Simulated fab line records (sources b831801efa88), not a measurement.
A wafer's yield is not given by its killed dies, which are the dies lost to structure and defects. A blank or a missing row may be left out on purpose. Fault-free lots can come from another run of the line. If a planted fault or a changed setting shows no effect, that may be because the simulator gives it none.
Which tool is to blame? | flow gf180mcu | Sampling: 6 lots, 18 wafers, 3 of 602 route steps

== WHAT THE GAUGES READ, wafer by wafer ==
GF_SAB_THK_MEAS_01.
lot  | measured     | on           | SAB_CVD_00_THK (nm)
L463 | day 14 14:36 | filmMetro-03 | 49.6 49.2 50.3
L465 | day 15 11:44 | filmMetro-02 | 49.4 49.8 50.0
L468 | day 16 22:52 | filmMetro-01 | 49.5 50.3 49.5
L472 | day 18 22:53 | filmMetro-03 | 49.5 49.5 51.0
L473 | day 19 03:38 | filmMetro-02 | 44.8 45.4 45.4
L480 | day 21 08:32 | filmMetro-02 | 49.9 49.2 50.3

== EACH LOT AND THE TOOL THAT RAN IT (in order: tool; ch and the chambers of the sampled wafers; start) ==
lot  | GF_HV_LDD_RTA_52                | GF_SAB_CVD_00
L463 | rtpAnneal-01 ch 0, day 12 18:40 | pecvd-03 ch 0,2, day 14 14:34
L465 | rtpAnneal-02 ch 0, day 13 13:33 | pecvd-03 ch 0,1,2, day 15 11:43
L468 | rtpAnneal-01 ch 0, day 14 22:47 | pecvd-03 ch 0,2, day 16 22:50
L472 | rtpAnneal-02 ch 0, day 16 20:53 | pecvd-02 ch 0,1,2, day 18 22:52
L473 | rtpAnneal-01 ch 0, day 17 01:19 | pecvd-02 ch 0,1,2, day 19 03:36
L480 | rtpAnneal-02 ch 0, day 19 04:18 | pecvd-01 ch 0,1, day 21 08:31
- GF_HV_LDD_RTA_52: time 10 s.
- GF_SAB_CVD_00: deposits SiO2 from TEOS, target thk 50 nm, time 4.9302 s.

== THE ANSWER, worked out from the rows above alone ==
Rule: usual is defined by the lots themselves. Put in order of their means at a reading, lots are off if they are a third of the lots or fewer, leave a main group of 4 or more, and stand apart from it by a gap of 3 or more times the standard deviation of the main group's means; of several such gaps the widest counts. A main group is skipped when, at the precision printed for the reading in the tables above, its means are all equal. Also off: a lot with no number at a reading for which 4 or more lots have one. Any other lot the step has rows for is counted as sound.
Off: L473, at GF_SAB_THK_MEAS_01 (SAB_CVD_00_THK). The main group: mean 49.8 nm, standard deviation 0.11.
If a tool, at a process step before that reading, ran all the lots that are off and no sound lot after the first of them, it fits. The gauges at GF_SAB_THK_MEAS_01 are tried like those tools. Can't be told from this: 2 tools fit, rtpAnneal-01 at GF_HV_LDD_RTA_52, pecvd-02 at GF_SAB_CVD_00.

== WHAT THE SIMULATOR HAD PUT IN ==
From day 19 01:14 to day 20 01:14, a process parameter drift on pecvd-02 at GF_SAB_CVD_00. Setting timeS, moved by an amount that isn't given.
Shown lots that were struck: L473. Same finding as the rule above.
